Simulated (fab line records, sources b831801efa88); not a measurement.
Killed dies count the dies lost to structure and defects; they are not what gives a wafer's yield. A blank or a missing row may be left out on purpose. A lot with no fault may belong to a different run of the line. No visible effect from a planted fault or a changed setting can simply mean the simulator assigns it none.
8D (eight disciplines) problem report, filled in by code :: flow gf180mcu :: the parts of the form that need people (team, actions taken, sign-off) are left out

1. WHAT WENT WRONG
HV_LDD_CVD_56_THK at GF_HV_LDD_THK_MEAS_57 reads a mean of 45.8 nm on 3 wafers of 1 lot; wafers without a fault read 89.8 nm with a standard deviation of 0.82. Measured from the usual mean, that is -54 standard deviations.
The first sign was on wafer L100.1 at day 14 21:10, on film-metro-04. The record holds 33 wafers of 11 lots with a number at this step. The rule behind "out" and "out of limits": a value lying over 4 standard deviations away from the usual mean. All remaining wafers that have a number are taken as sound.

2. WHAT IT IS AND WHAT IT IS NOT
question: which readings at this step
is: HV_LDD_CVD_56_THK
is not: -

question: which lots
is: L100
is not: L109, L110, L112, L113, L114, L116, L993, L994, L996, L997

question: which wafers of those lots
is: all that have a number
is not: -

question: read on which gauges
is: film-metro-04
is not: film-metro-01, film-metro-02

question: when
is: from day 14 21:10
is not: up to then (12 sound wafers); but 18 sound wafers of L109, L110, L112, L113, L114, L116 came after

3. SUSPECTS, AND WHAT RULES EACH OUT
Counting: a tool at any process step up to the reading remains a suspect when it ran all the lots that are out and ran no sound lot after the first of those.
- the gauge at GF_HV_LDD_THK_MEAS_57: ruled out. All the wafers that are out were read on film-metro-04, but those of them that GF_HV_LDD_ETCHBACK_58 has rows for are out there too, on other tools.
- plasma-asher-01 at GF_POLY_GATE_STRIP_14 (strips in O2/N2): ruled out as a lasting fault. Following L100 (day 11 08:05), the first lot on it that is out, the sound lots L113 were run on it.
- plasma-asher-01 at GF_HV_LDD_STRIP_49 (strips in O2/N2): ruled out as a lasting fault. Following L100 (day 14 18:15), the first lot on it that is out, the sound lots L109, L110 were run on it.
- lpcvd-02 at GF_HV_LDD_CVD_56 (deposits Si3N4 from DCS/NH3, target thk 90 nm, time 1543 s): ruled out as a lasting fault. Following L100 (day 14 19:44), the first lot on it that is out, the sound lots L109, L112, L114 were run on it.
Left after counting: nothing in the record.

4. THE CAUSE (what the simulator had put in)
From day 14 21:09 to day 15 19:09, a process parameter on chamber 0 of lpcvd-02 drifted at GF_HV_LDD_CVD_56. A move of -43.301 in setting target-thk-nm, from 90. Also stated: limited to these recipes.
Counting ruled it out, wrongly: the rule takes a fault to strike every lot that its tool runs from its start on, and this one did not.

5. SEQUENCE OF EFFECTS, ordered by route
Rows list readings where the struck wafers' mean (over those with a number) sits beyond 3 standard deviations from the usual. Only readings for which the record gives a usual standard deviation are gone through. hours: the time from each lot's start at the first step in this table that gives one to its start at this step, as a median over the lots. sigmas: the change in usual standard deviations.
hours: 0
step: GF_HV_LDD_THK_MEAS_57
reading: HV_LDD_CVD_56_THK
usual: 89.8 nm
on struck wafers: 45.8
change: -44.0
sigmas: -54

hours: 0
step: GF_HV_LDD_ETCHBACK_58
reading: oes-product-au
usual: 0.842 a.u.
on struck wafers: 0.612
change: -0.230
sigmas: -38
Process steps it contains:
- GF_HV_LDD_ETCHBACK_58: etches Si3N4 in CH3F/O2, stops on SiO2, time 100 s, target depth 90 nm.

6. HOW IT WOULD HAVE BEEN CAUGHT EARLIER
0 hours passed between the start of the fault at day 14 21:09 and the first reading out of limits at a measuring or inspecting step in this record, taken at day 14 21:10.
An alarm limit of 4 standard deviations would not have fired on the tool readings at GF_HV_LDD_CVD_56 for which the record gives a usual standard deviation, since none of them was out on any struck wafer.
